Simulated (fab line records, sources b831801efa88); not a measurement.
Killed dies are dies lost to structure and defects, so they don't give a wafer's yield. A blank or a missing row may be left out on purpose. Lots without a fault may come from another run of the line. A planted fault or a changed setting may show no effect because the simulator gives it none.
fab line records | flow sfq_line
record lots=7 wafers=20 last_day=82
route steps=325 shown INCOMING@1 L0@3
lots that met no fault: from a run of the same line without faults
start_h: hours from the record's first day to the start of the lot's first wafer shown | wait_h: hours since the lot's step before | " the same as in the row above | L1.1+2: a row that stands for several wafers | - no value, or no start given | * or withheld: withheld | < > ~ a bound
route shown NAME@n: a module of which the file shows steps, and the number in the route of the first | usual: mean/standard deviation of fault-free wafers | same: alike in all rows | chamber/n: place in a boat | sites: the reading at each site | _std_site: their standard deviation | _edge_site: outer sites' mean less inner sites' | radius_mm: how far each site lies from the wafer's centre | mask NAME#n: copy n | behind: the tool/chamber that last shaped the wafer | hold: why the lot was held/for how many hours/how that ended | device: the transistor (n, p or np) that didn't switch | end of line: the same wafers' tests at the end of the route | a step without rows: its recipe alone | killed: dies lost to structure and defects at the first sort, not the wafer's yield | map: a wafer's dies, x killed, . not, _ none there
set.NAME: the setting as run; set.NAME@STEP: as run at that earlier step | model.NAME: the simulator's own value behind a step, which no gauge read
lots at some steps of the route; a table a step, a row a wafer
services: from which hour (start_h, from the record's first day; less than 0 if before it) a tool's chamber was out of use, for how many hours, and why
## steps
# step SFQ_INCOMING_BOW_MEAS_900
# recipe mode=bow
# usual INCOMING_BOW=0/6.7
# columns lot.wafer tool chamber start_h wait_h INCOMING_BOW[um]
L367.1 film_metro-03 - 20.00 - 5
L367.3 " - " " 5
L367.5 " - " " 3
L371.1 film_metro-03 - 40.00 - -6
L371.2 " - " " -10
L371.5 " - " " 2
L380.1 film_metro-03 - 85.00 - -9
L380.3 " - " " -17
L380.4 " - " " -3
L381.2 film_metro-02 - 90.02 - -5
L381.4 " - " " -1
L382.1 film_metro-01 - 95.00 - -2
L382.2 " - " " -4
L382.4 " - " " 11
L384.2 film_metro-02 - 105.02 - -4
L384.3 " - " " -7
L384.4 " - " " 0
L388.1 film_metro-03 - 125.00 - -9
L388.5 " - " " 5
L388.6 " - " " 4
# step SFQ_TRILAYER_INCOMING_OXIDATION_002
# recipe temp_c=1000 ambient=H2O target_thk_a=5000 p_h2o_torr=720 ox_time_s=4939
# step SFQ_TRILAYER_L0_DEP_SPUTTER_003
# recipe material=MoNx_KI base_pressure_pa=1.33e-06 target_thk_nm=40 power_w=800 time_s=100 chamber_pressure_pa=0.4
# usual chamber_pressure_pa=0.4000/0.00079 throttle_valve_pct=30.1/0.91
# columns lot.wafer tool chamber start_h wait_h chamber_pressure_pa throttle_valve_pct
L367.1 pvd_sputter-05 - 22.49 0.0 0.4010 29.8
L367.3 " - " " 0.4012 31.6
L367.5 " - " " 0.4010 31.6
L371.1 pvd_sputter-04 - 42.49 0.0 0.3995 29.1
L371.2 " - " " 0.3995 31.0
L371.5 " - " " 0.4003 31.0
L380.1 pvd_sputter-06 - 87.49 0.0 0.3999 29.2
L380.3 " - " " 0.4002 28.7
L380.4 " - " " 0.4004 31.3
L381.2 pvd_sputter-06 - 92.49 0.0 0.3983 31.3
L381.4 " - " " 0.4009 29.4
L382.1 pvd_sputter-05 - 97.49 0.0 0.4005 31.7
L382.2 " - " " 0.4010 29.4
L382.4 " - " " 0.3995 29.7
L384.2 pvd_sputter-05 - 107.49 0.0 0.4004 30.1
L384.3 " - " " 0.4002 29.7
L384.4 " - " " 0.3995 29.4
L388.1 pvd_sputter-05 - 127.49 0.0 0.4012 30.0
L388.5 " - " " 0.3997 29.4
L388.6 " - " " 0.4006 31.7
# step SFQ_L0_RS_MEAS_901
# recipe thk_meas_gauge=four-point-probe reads=MoNx_KI_of_TRILAYER_L0_DEP_SPUTTER_003
# usual L0_MONX_KI_RS=43.6/0.52
# columns lot.wafer tool chamber start_h wait_h L0_MONX_KI_RS[ohm/sq]
L367.1 film_metro-01 - 22.56 0.0 44.2
L367.3 " - " " 44.9
L367.5 " - " " 44.6
L371.1 film_metro-03 - 42.56 0.0 43.5
L371.2 " - " " 43.2
L371.5 " - " " 43.3
L380.1 film_metro-04 - 87.56 0.0 43.5
L380.3 " - " " 43.2
L380.4 " - " " 43.3
L381.2 film_metro-01 - 92.58 0.1 43.5
L381.4 " - " " 43.1
L382.1 film_metro-01 - 97.56 0.0 43.1
L382.2 " - " " 42.7
L382.4 " - " " 42.9
L384.2 film_metro-03 - 107.58 0.1 43.9
L384.3 " - " " 44.2
L384.4 " - " " 44.2
L388.1 film_metro-03 - 127.56 0.0 43.3
L388.5 " - " " 43.4
L388.6 " - " " 43.6
# step SFQ_L0_THK_MEAS_902
# recipe thk_meas_gauge=xrf reads=MoNx_KI_of_TRILAYER_L0_DEP_SPUTTER_003
# usual L0_MONX_KI_THK=38.7/0.53
# columns lot.wafer tool chamber start_h wait_h L0_MONX_KI_THK[nm]
L367.1 film_metro-01 - 22.68 0.1 38.1
L367.3 " - " " 37.5
L367.5 " - " " 37.8
L371.1 film_metro-03 - 42.68 0.1 38.7
L371.2 " - " " 39.0
L371.5 " - " " 39.1
L380.1 film_metro-04 - 87.68 0.1 38.8
L380.3 " - " " 38.7
L380.4 " - " " 38.6
L381.2 film_metro-01 - 92.69 0.1 39.0
L381.4 " - " " 39.3
L382.1 film_metro-01 - 97.68 0.1 38.9
L382.2 " - " " 39.6
L382.4 " - " " 39.4
L384.2 film_metro-03 - 107.69 0.1 38.7
L384.3 " - " " 38.5
L384.4 " - " " 38.9
L388.1 film_metro-03 - 127.68 0.1 39.4
L388.5 " - " " 39.4
L388.6 " - " " 39.2
# step SFQ_TRILAYER_L0_LITHO_COAT_010
# recipe resist=BARC spin_rpm=3000 resist_thk_nm=62
# step SFQ_TRILAYER_L0_LITHO_COAT_005
# recipe resist=KrF spin_rpm=3000 resist_thk_nm=600
# columns lot.wafer tool chamber start_h wait_h model.KrF_of_TRILAYER_L0_LITHO_COAT_005.thk_nm
L367.1 litho_track-01 0 23.04 0.2 601.1
L367.3+5 " 0 " " 600.4
L371.1 litho_track-02 0 43.07 0.2 597.5
L371.2 " 0 " " 597.3
L371.5 " 0 " " 597.4
L380.1 litho_track-04 0 88.34 0.2 600.8
L380.3 " 0 " " 601.6
L380.4 " 0 " " 600.9
L381.2 litho_track-02 0 93.09 0.2 577.5
L381.4 " 0 " " 599.7
L382.1 litho_track-02 0 98.04 0.2 574.3
L382.2 " 0 " " 574.7
L382.4 " 0 " " 597.5
L384.2 litho_track-02 0 108.09 0.2 576
L384.3 " 0 " " 597.2
L384.4 " 0 " " 597.9
L388.1+5 litho_track-04 0 128.04 0.2 599
L388.6 " 0 " " 599.2
# step SFQ_TRILAYER_L0_LITHO_SOFTBAKE_009
# recipe temp_c=withheld time_s=withheld resist=KrF
# step SFQ_TRILAYER_L0_LITHO_EXPOSE_006
# recipe mask_id=L0 na=0.6 source_shape=conventional sigma_outer=0.65 target_cd_nm=2000 dose_mj=14.4
# step SFQ_TRILAYER_L0_LITHO_PEB_008
# recipe peb_temp_c=115 peb_time_s=60 resist=KrF
# step SFQ_TRILAYER_L0_LITHO_DEVELOP_007
# recipe time_s=60 resist=KrF
# step SFQ_TRILAYER_L0_BARC_OPEN_METAL_ETCH_010
# recipe mask_material=PR chemistry=O2 target_depth_nm=125 target=BARC icp_w=600 bias_w=80 pressure_mtorr=10 time_s=41.7
# usual drypump_motor_current_A=5.7/0.5 oes_product_au=0.685/0.005
# columns lot.wafer tool chamber start_h wait_h drypump_motor_current_A oes_product_au rf_hours_counter_h
L367.1 rie_metal-02 1 34.82 0.1 5.6 0.680 153
L367.3 " 0 " " 6.4 0.697 -
L367.5 " 0 " " 6.5 0.684 -
L371.1 rie_metal-04 1 56.42 0.1 5.0 0.686 103
L371.2 " 0 " " 5.3 0.689 6
L371.5 " 1 " " 5.0 0.693 -
L380.1 rie_metal-01 1 104.84 0.1 5.5 0.678 134
L380.3 " 0 " " 6.1 0.684 -
L380.4 " 1 " " 5.5 0.682 -
L381.2 rie_metal-02 0 108.44 0.1 6.4 0.691 183
L381.4 " 1 " " 5.6 0.676 -
L382.1 rie_metal-02 0 113.42 0.1 6.5 0.683 184
L382.2 " 1 " " 5.6 0.676 168
L382.4 " 1 " " 5.6 0.688 -
L384.2 rie_metal-02 1 121.64 0.1 5.6 0.680 170
L384.3 " 1 " " 5.6 0.680 -
L384.4 " 0 " " 6.5 0.688 -
L388.1 rie_metal-01 0 151.69 0.1 6.1 0.676 14
L388.5 " 1 " " 5.5 0.679 -
L388.6 " 0 " " 6.1 0.681 -
# step SFQ_TRILAYER_L0_ETCH_METAL_ETCH_008
# recipe target=MoNx_KI stop_on=SiO2 mask_material=PR chemistry=SF6/O2 target_depth_nm=50 icp_w=600 bias_w=80 pressure_mtorr=10 time_s=25
# usual drypump_motor_current_A=5.7/0.49 oes_product_au=0.872/0.0077
# columns lot.wafer tool chamber start_h wait_h drypump_motor_current_A oes_product_au rf_hours_counter_h model.KrF_of_TRILAYER_L0_LITHO_COAT_005.thk_nm
L367.1 rie_metal-02 1 34.88 0.0 5.6 0.869 153 483
L367.3 " 0 " " 6.4 0.861 - 483
L367.5 " 0 " " 6.4 0.864 - 482.9
L371.1 rie_metal-04 1 56.48 0.0 5.0 0.867 103 478.3
L371.2 " 0 " " 5.2 0.882 6 477.2
L371.5 " 1 " " 5.0 0.880 - 479.1
L380.1 rie_metal-01 1 104.90 0.0 5.5 0.871 134 482.7
L380.3 " 0 " " 6.1 0.877 - 482.5
L380.4 " 1 " " 5.5 0.865 - 482.7
L381.2 rie_metal-02 0 108.50 0.0 6.5 0.869 183 460.3
L381.4 " 1 " " 5.6 0.883 - 481.2
L382.1 rie_metal-02 0 113.48 0.0 6.4 0.876 184 458
L382.2 " 1 " " 5.6 0.884 168 456.2
L382.4 " 1 " " 5.6 0.888 - 479.1
L384.2 rie_metal-02 1 121.70 0.0 5.6 0.868 170 457.3
L384.3 " 1 " " 5.6 0.864 - 479
L384.4 " 0 " " 6.5 0.870 - 481.1
L388.1 rie_metal-01 0 151.75 0.0 6.1 0.885 14 480
L388.5 " 1 " " 5.5 0.875 - 479.8
L388.6 " 0 " " 6.1 0.874 - 480.2
# step SFQ_TRILAYER_L0_STRIP_STRIP_009
# recipe gas=O2 power_w=200 platen_temp_c=40 overash_fraction=0.65 chemistry=O2 pressure_mtorr=50
# usual drypump_motor_current_A=5.7/0.5 oes_product_au=0.998/0.0081
# columns lot.wafer tool chamber start_h wait_h drypump_motor_current_A oes_product_au rf_hours_counter_h
L367.1 rie_metal-02 1 34.92 0.0 5.6 0.996 153
L367.3 " 0 " " 6.5 0.994 -
L367.5 " 0 " " 6.5 0.999 -
L371.1 rie_metal-04 1 56.52 0.0 5.0 1.005 103
L371.2 " 0 " " 5.2 0.998 6
L371.5 " 1 " " 5.0 1.004 -
L380.1 rie_metal-01 1 104.94 0.0 5.5 0.999 134
L380.3 " 0 " " 6.1 1.004 -
L380.4 " 1 " " 5.5 0.999 -
L381.2 rie_metal-02 0 108.54 0.0 6.4 0.990 183
L381.4 " 1 " " 5.6 0.983 -
L382.1 rie_metal-02 0 113.53 0.0 6.4 0.986 184
L382.2 " 1 " " 5.6 0.999 168
L382.4 " 1 " " 5.6 0.985 -
L384.2 rie_metal-02 1 121.74 0.0 5.6 0.993 170
L384.3 " 1 " " 5.6 0.987 -
L384.4 " 0 " " 6.4 0.980 -
L388.1 rie_metal-01 0 151.80 0.0 6.1 1.009 15
L388.5 " 1 " " 5.5 0.999 -
L388.6 " 0 " " 6.1 0.996 -
## services
# columns tool chamber start_h hours kind
rie_metal-04 0 0.29 - clean
rie_metal-04 0 0.29 - consumable_replace:focus_ring
rie_metal-04 0 0.29 28.4 scheduled_down
rie_metal-04 0 0.29 28.4 vent_cycle
rie_metal-01 - 30.79 0.5 repair
rie_metal-01 0 53.19 - clean
rie_metal-01 0 53.19 - consumable_replace:focus_ring
rie_metal-01 0 53.19 15.9 scheduled_down
rie_metal-01 0 53.19 15.9 vent_cycle
pvd_sputter-06 - 69.93 0.5 repair
rie_metal-04 - 75.16 1.2 repair
pvd_sputter-05 3 100.30 - consumable_replace:kit
pvd_sputter-05 3 100.30 18.0 scheduled_down
pvd_sputter-05 3 100.30 18.0 vent_cycle
pvd_sputter-06 - 117.60 3.6 repair
pvd_sputter-06 - 139.38 1.9 repair
rie_metal-01 1 139.70 2.7 repair
## key
first_sign none at tools or gauges
model_effect step=SFQ_TRILAYER_L0_LITHO_COAT_005 value=KrF_of_TRILAYER_L0_LITHO_COAT_005.thk_nm without=597.3 struck=575.6
model_effect step=SFQ_TRILAYER_L0_ETCH_METAL_ETCH_008 value=KrF_of_TRILAYER_L0_LITHO_COAT_005.thk_nm without=479.6 struck=458
met_at SFQ_TRILAYER_L0_LITHO_COAT_005
struck_wafers L381.2,L382.1,L382.2,L384.2
onset_between 43.07 93.09
fault kind=process_parameter_drift tool=litho_track-02 chamber=- onset_h=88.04 steps=SFQ_TRILAYER_L0_LITHO_COAT_005 channel=resist_thk_nm offset=-21.724 shape=step end_h=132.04 scope=struck_wafers_only acts_in=these_recipes_only stated=600
